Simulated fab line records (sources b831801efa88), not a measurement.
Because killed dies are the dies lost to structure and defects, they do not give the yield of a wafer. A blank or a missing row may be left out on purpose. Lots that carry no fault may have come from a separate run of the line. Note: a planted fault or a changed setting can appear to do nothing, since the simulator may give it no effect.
Which of the tools did it? ; flow sky130 ; 12 lots, 35 wafers sampled, at 5 steps of a route of 708

WHAT EACH GAUGE READ, for each wafer
The record holds no reading of a measuring or inspecting step that can be judged against a usual standard deviation.

WHICH TOOL RAN EACH LOT (tool, then ch and the chambers of the sampled wafers, then the start)
lot;SKY_METAL1_ETCH_18;SKY_VIA1_SPUTTER_20;SKY_VIA1_CVD_21;SKY_METAL2_SPUTTER_00;SKY_PAD_OPEN_PROBE_99
L449;rie_metal-03 ch 0,1, day 32 16:42;pvd_sputter-01, day 33 21:41;cvd_w-01 ch 0,1, day 33 21:45;pvd_sputter-02, day 33 22:19;prober-01, day 45 17:59
L452;rie_metal-01 ch 0,1, day 34 05:39;pvd_sputter-03, day 35 10:32;cvd_w-01 ch 0,1, day 35 10:35;pvd_sputter-01, day 35 11:10;prober-02, day 46 22:55
L453;rie_metal-01 ch 0,1, day 34 07:03;pvd_sputter-01, day 35 12:03;cvd_w-01 ch 0,1, day 35 12:07;pvd_sputter-03, day 35 12:41;prober-02, day 46 23:50
L456;rie_metal-01 ch 0,1, day 34 23:21;pvd_sputter-01, day 36 03:41;cvd_w-01 ch 0,1, day 36 03:44;pvd_sputter-02, day 36 04:19;prober-01, day 47 11:44
L459;rie_metal-04 ch 0,1, day 36 00:56;pvd_sputter-04, day 37 05:42;cvd_w-01 ch 0,1, day 37 05:48;pvd_sputter-01, day 37 06:20;prober-01, day 48 06:57
L458;rie_metal-03 ch 0,1, day 36 07:10;pvd_sputter-01, day 37 11:01;cvd_w-01 ch 0,1, day 37 11:06;pvd_sputter-02, day 37 11:39;prober-02, day 48 11:17
L461;rie_metal-01 ch 0,1, day 36 15:57;pvd_sputter-03, day 37 20:06;cvd_w-01 ch 0,1, day 37 20:10;pvd_sputter-01, day 37 20:53;prober-01, day 48 18:59
L464;rie_metal-03 ch 0,1, day 37 13:22;pvd_sputter-01, day 38 17:35;cvd_w-02 ch 0,1, day 38 17:41;pvd_sputter-03, day 38 18:13;prober-02, day 49 08:15
L465;rie_metal-03 ch 0,1, day 37 18:45;pvd_sputter-03, day 38 22:45;cvd_w-02 ch 0,1, day 38 22:49;pvd_sputter-01, day 38 23:23;prober-01, day 49 13:29
L466;rie_metal-01 ch 0,1, day 38 06:54;pvd_sputter-01, day 39 10:05;cvd_w-01 ch 0,1, day 39 10:09;pvd_sputter-01, day 39 10:44;prober-02, day 49 20:23
L469;rie_metal-03 ch 1, day 38 22:48;pvd_sputter-03, day 40 02:18;cvd_w-01 ch 0,1, day 40 02:22;pvd_sputter-03, day 40 02:56;prober-02, day 50 08:26
L470;rie_metal-04 ch 1, day 39 07:02;pvd_sputter-03, day 40 09:25;cvd_w-02 ch 0,1, day 40 09:28;pvd_sputter-03, day 40 10:02;prober-02, day 50 13:10
- SKY_METAL1_ETCH_18: etches BARC in N2/H2, stops on SiO2, time 45.9 s, target depth 60 nm.
- SKY_VIA1_SPUTTER_20: material TiN, target thk 20 nm, time 80 s.
- SKY_VIA1_CVD_21: deposits W, target thk 270 nm, time 80.902 s.
- SKY_METAL2_SPUTTER_00: material Ti, target thk 15 nm, time 10 s.
- SKY_PAD_OPEN_PROBE_99

AS READ BY THE TOOLS THEMSELVES (means over the sampled wafers that have a number; for cases with no such wafer, the mark the record gives instead)
SKY_METAL1_ETCH_18.
lot;tool;drypump_motor_current_A (A);h2_flow_sccm (sccm);oes_product_au (a.u.);throttle_valve_pct (%)
L449;rie_metal-03;5.55;199.5;0.859;13.231
L452;rie_metal-01;5.85;199.9;0.862;13.219
L453;rie_metal-01;5.98;199.2;0.855;13.221
L456;rie_metal-01;5.98;200.3;0.855;13.219
L459;rie_metal-04;5.99;200.4;0.857;13.223
L458;rie_metal-03;5.62;200.0;0.855;13.227
L461;rie_metal-01;5.98;201.2;0.861;13.226
L464;rie_metal-03;5.55;200.0;0.850;13.227
L465;rie_metal-03;5.70;199.4;0.849;13.226
L466;rie_metal-01;5.85;200.3;0.854;13.233
L469;rie_metal-03;5.40;200.6;0.850;13.223
L470;rie_metal-04;5.81;199.9;0.850;13.222

SKY_VIA1_SPUTTER_20.
lot;tool;cathode_dc_power_W (W);throttle_valve_pct (%)
L449;pvd_sputter-01;4000.2;30.5
L452;pvd_sputter-03;3999.9;30.1
L453;pvd_sputter-01;3999.5;30.5
L456;pvd_sputter-01;4000.0;30.5
L459;pvd_sputter-04;4000.2;29.7
L458;pvd_sputter-01;3999.1;30.1
L461;pvd_sputter-03;4000.1;29.9
L464;pvd_sputter-01;4000.3;30.2
L465;pvd_sputter-03;3999.9;30.9
L466;pvd_sputter-01;4000.8;30.4
L469;pvd_sputter-03;4000.1;31.1
L470;pvd_sputter-03;3999.8;30.4

SKY_VIA1_CVD_21.
lot;tool;heater_power_w (W)
L449;cvd_w-01;816
L452;cvd_w-01;817
L453;cvd_w-01;815
L456;cvd_w-01;806
L459;cvd_w-01;808
L458;cvd_w-01;830
L461;cvd_w-01;829
L464;cvd_w-02;807
L465;cvd_w-02;811
L466;cvd_w-01;770
L469;cvd_w-01;789
L470;cvd_w-02;793

SKY_METAL2_SPUTTER_00.
lot;tool;cathode_dc_power_W (W);throttle_valve_pct (%)
L449;pvd_sputter-02;3000.1;29.4
L452;pvd_sputter-01;3000.4;30.9
L453;pvd_sputter-03;3000.0;30.1
L456;pvd_sputter-02;3000.1;30.4
L459;pvd_sputter-01;2999.2;30.8
L458;pvd_sputter-02;3139.2;28.7
L461;pvd_sputter-01;2998.8;30.6
L464;pvd_sputter-03;3000.0;29.5
L465;pvd_sputter-01;3000.3;30.4
L466;pvd_sputter-01;3000.2;30.4
L469;pvd_sputter-03;3000.1;31.5
L470;pvd_sputter-03;2999.5;30.6

SKY_PAD_OPEN_PROBE_99.
lot;tool;defect_limited_yield (%);killed_at_M0_to_M3;killed_at_M4_up;killed_at_contacts;killed_at_front_end;killed_at_other;killed_dies;killed_on_rim;killed_open;killed_short;sort_bin_3_pad_short (%);sort_bin_5_function (%);sort_bin_6_memory (%);sort_n_pass;sort_yield_pct (%)
L449;prober-01;83.9;32;3.7;22;21;0.3;79;15;38;40;0.9;8.7;6.5;413;83.9
L452;prober-02;83.7;44;4.0;21;12;0.0;80;16;42;37;0.7;9.5;6.0;412;83.7
L453;prober-02;82.4;47;5.3;21;13;0.3;86;14;48;38;0.7;9.9;6.9;406;82.4
L456;prober-01;81.8;41;3.7;28;17;0.0;89;16;48;41;0.4;11.3;6.4;403;81.8
L459;prober-01;83.5;41;1.7;21;17;0.0;81;16;46;35;0.5;9.3;6.6;411;83.5
L458;prober-02;82.3;44;4.0;22;17;0.0;87;15;42;45;0.4;11.2;6.1;405;82.3
L461;prober-01;81.6;45;2.3;22;20;0.3;90;15;50;40;0.9;10.9;6.6;402;81.6
L464;prober-02;83.1;40;1.7;23;18;0.0;83;16;45;38;0.8;10.3;5.8;409;83.1
L465;prober-01;83.5;40;2.7;25;12;0.7;81;16;44;36;0.9;10.2;5.5;411;83.5
L466;prober-02;82.0;44;3.7;24;16;0.7;89;20;50;39;1.3;9.8;7.0;403;82.0
L469;prober-02;81.2;46;4.7;26;15;0.0;92;16;55;37;0.8;10.8;7.2;400;81.2
L470;prober-02;85.3;35;2.3;17;17;1.0;72;15;38;34;0.7;9.2;4.8;420;85.3

THE ANSWER, worked out from the rows above alone
Rule: the lots themselves supply what counts as usual. Put in order of their means at a reading, lots are off if they are a third of the lots or fewer, leave a main group of 4 or more, and stand apart from it by a gap of 3 or more times the standard deviation of the main group's means; of several such gaps the widest counts. The tables above print the reading to a certain number of digits; a main group whose means all agree to those digits is not used. Also off: a lot with no number at a reading for which 4 or more lots have one. All remaining lots with rows at the step are treated as sound. After the gauges, taken in route order, come the tools' own readings; for these a lot's mean is taken, as printed above. The first step at which some lot is off is used, and at that step the reading that is off furthest; a lot without a number counts as furthest.
Off, at SKY_METAL2_SPUTTER_00 on cathode_dc_power_W: L458. The main group: mean 2999.9 W, standard deviation 0.48.
If a tool, at that step or one of the process steps before it, ran each lot that is off and ran no sound lot following the first of them, it fits. One fits: pvd_sputter-02 at SKY_METAL2_SPUTTER_00. Its last sound lot is L456 (day 36 04:19), its first lot that is off L458 (day 37 11:39): a fault that began between those two fits.
On the lots that are off, the tool's own readings at SKY_METAL2_SPUTTER_00 differ by more than 5 times the standard deviation of the sound lots' means, which bears it out; cathode_dc_power_W reads 3139.2 W there versus 2999.9 W on the sound lots.

WHAT THE SIMULATOR HAD INSERTED
Drift in process parameters on pvd_sputter-02 at SKY_METAL2_SPUTTER_00, starting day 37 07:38. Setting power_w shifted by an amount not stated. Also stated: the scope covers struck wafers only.
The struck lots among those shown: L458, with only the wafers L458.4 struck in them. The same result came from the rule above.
